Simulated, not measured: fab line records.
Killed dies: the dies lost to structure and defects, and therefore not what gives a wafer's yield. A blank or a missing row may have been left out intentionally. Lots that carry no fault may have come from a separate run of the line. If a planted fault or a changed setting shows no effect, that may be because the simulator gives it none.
Which tool was responsible?	flow gf180mcu	33 wafers from 11 lots sampled at 5 of the route's 602 steps

== WHAT THE GAUGES SHOWED, per wafer ==
GF_M3_OVL_MEAS_15. Usual: M3_OVL gives 2 nm (standard deviation 6.5).
lot	measured	on	M3_OVL (nm)	flag
L130	day 20 20:08	overlay-02	-5 -2 -10	
L131	day 21 08:02	overlay-02	-2 0 5	
L132	day 22 21:29	overlay-01	0 -11 -7	
L138	day 24 06:46	overlay-01	9 9 2	
L139	day 24 19:25	overlay-01	-2 6 -1	
L146	day 27 00:46	overlay-02	8 8 14	
L149	day 27 18:35	overlay-01	6 13 2	
L150	day 28 01:11	overlay-02	-10 2 7	
L151	day 28 06:40	overlay-01	21 14 14	
L152	day 28 13:37	overlay-02	1 2 5	
L153	day 28 21:25	overlay-02	-9 5 2	

GF_V3_THK_MEAS_03. Usual: V3_CVD_02_THK gives 846 nm (standard deviation 13).
lot	measured	on	V3_CVD_02_THK (nm)	flag
L130	day 20 21:28	film metro-02	836 832 835	
L131	day 21 09:04	film metro-04	831 836 849	
L132	day 22 22:22	film metro-02	855 859 857	
L138	day 24 07:39	film metro-04	847 927 831 847 928 832	
L139	day 24 20:23	film metro-04	926 832 839 927 832 838	
L146	day 27 01:39	film metro-01	831 855 837	
L149	day 27 19:36	film metro-02	865 851 855	
L150	day 28 02:16	film metro-01	835 862 845	
L151	day 28 07:39	film metro-04	841 832 839	
L152	day 28 14:32	film metro-02	854 831 845	
L153	day 28 22:20	film metro-01	853 841 871	

== EACH LOT AND THE TOOL THAT RAN IT (in order: tool; ch and the chambers of the sampled wafers; start) ==
lot	GF_M3_SPUTTER_01	GF_M3_STRIP_17	GF_V3_CVD_02
L130	pvd sputter-01, day 19 20:14	plasma asher-04 ch 0,1, day 20 20:23	pecvd-01 ch 0,1, day 20 21:23
L131	pvd sputter-03, day 20 08:29	plasma asher-01 ch 0,1, day 21 08:17	pecvd-01 ch 1,2, day 21 08:59
L132	pvd sputter-03, day 21 21:56	plasma asher-02 ch 0,1, day 22 21:37	pecvd-04 ch 0,1,2, day 22 22:17
L138	pvd sputter-01, day 23 08:10	plasma asher-02 ch 0,1, day 24 06:55	pecvd-01 ch 0,1,2, day 24 07:35
L139	pvd sputter-04, day 23 21:24	plasma asher-01 ch 0,1, day 24 19:34	pecvd-01 ch 0,1,2, day 24 20:19
L146	pvd sputter-04, day 26 04:13	plasma asher-01 ch 0,1, day 27 00:55	pecvd-03 ch 0,1,2, day 27 01:35
L149	pvd sputter-03, day 26 22:24	plasma asher-04 ch 0,1, day 27 18:52	pecvd-01 ch 0,1,2, day 27 19:32
L150	pvd sputter-04, day 27 06:01	plasma asher-01 ch 0,1, day 28 01:31	pecvd-04 ch 0,2, day 28 02:11
L151	pvd sputter-03, day 27 10:38	plasma asher-01 ch 0,1, day 28 06:55	pecvd-03 ch 0,2, day 28 07:35
L152	pvd sputter-03, day 27 17:20	plasma asher-02 ch 0,1, day 28 13:46	pecvd-04 ch 0,1,2, day 28 14:28
L153	pvd sputter-04, day 28 01:54	plasma asher-04 ch 0,1, day 28 21:34	pecvd-04 ch 1,2, day 28 22:16
- GF_M3_SPUTTER_01: material TiN, target thk 30 nm, time 25 s.
- GF_M3_STRIP_17: strips in O2/N2.
- GF_V3_CVD_02: deposits SiO2 from TEOS, target thk 850 nm, time 94.851 s.

== WHAT THE TOOLS THEMSELVES READ (means of the sampled wafers that have a number; where no wafer has one, the mark that the record gives instead) ==
GF_M3_SPUTTER_01. Usual: cathode dc power W 6500.0 W, standard deviation 1.2; throttle valve pct 30.2 %, standard deviation 0.61.
lot	tool	cathode dc power W (W)	throttle valve pct (%)	flag
L130	pvd sputter-01	6499.7	29.8	
L131	pvd sputter-03	6499.1	30.6	
L132	pvd sputter-03	6499.1	30.7	
L138	pvd sputter-01	6500.2	30.0	
L139	pvd sputter-04	6501.4	29.8	
L146	pvd sputter-04	6500.7	29.8	
L149	pvd sputter-03	6499.1	30.7	
L150	pvd sputter-04	6501.2	29.7	
L151	pvd sputter-03	6499.9	31.0	
L152	pvd sputter-03	6499.6	30.3	
L153	pvd sputter-04	6500.6	29.9	

GF_M3_STRIP_17. Usual: drypump motor current A 5.7 A, standard deviation 0.57; heater power w 337 W, standard deviation 43; oes product au 0.558 a.u., standard deviation 0.0055; strip time to endpoint s 7.88 s, standard deviation 0.067.
lot	tool	drypump motor current A (A)	heater power w (W)	oes product au (a.u.)	strip time to endpoint s (s)	flag
L130	plasma asher-04	6.2	356	0.555	7.87	
L131	plasma asher-01	5.8	324	0.556	7.82	
L132	plasma asher-02	5.4	362	0.557	7.93	
L138	plasma asher-02	5.6	336	0.563	7.96	
L139	plasma asher-01	5.3	319	0.557	7.92	
L146	plasma asher-01	5.8	325	0.556	7.85	
L149	plasma asher-04	6.3	360	0.561	7.97	
L150	plasma asher-01	5.8	327	0.558	7.77	
L151	plasma asher-01	5.8	322	0.558	7.97	
L152	plasma asher-02	5.5	330	0.559	7.88	
L153	plasma asher-04	5.9	325	0.561	7.87	

GF_V3_CVD_02. Usual: heater power w 631 W, standard deviation 93.
lot	tool	heater power w (W)	flag
L130	pecvd-01	550	
L131	pecvd-01	569	
L132	pecvd-04	620	
L138	pecvd-01	585	
L139	pecvd-01	606	
L146	pecvd-03	662	
L149	pecvd-01	587	
L150	pecvd-04	735	
L151	pecvd-03	647	
L152	pecvd-04	633	
L153	pecvd-04	676	

== THE ANSWER, worked out from the rows above alone ==
Rule: take the mean of a lot's wafers that have a number; if it is more than 3 standard deviations from the usual mean, the lot is off. A lot without any number at a reading at which 4 lots or more have one is off too. Where the step has rows for the other lots, those lots are counted as sound. The gauges are gone through in route order, then the tools' own readings, and for those a lot's mean is taken as printed above. At the first step where some lot is off, the reading lying furthest off is the one used; lots without a number count as furthest.
Nothing can be told from this: no lot is off at any reading shown.

== WHAT WAS PUT IN BY THE SIMULATOR ==
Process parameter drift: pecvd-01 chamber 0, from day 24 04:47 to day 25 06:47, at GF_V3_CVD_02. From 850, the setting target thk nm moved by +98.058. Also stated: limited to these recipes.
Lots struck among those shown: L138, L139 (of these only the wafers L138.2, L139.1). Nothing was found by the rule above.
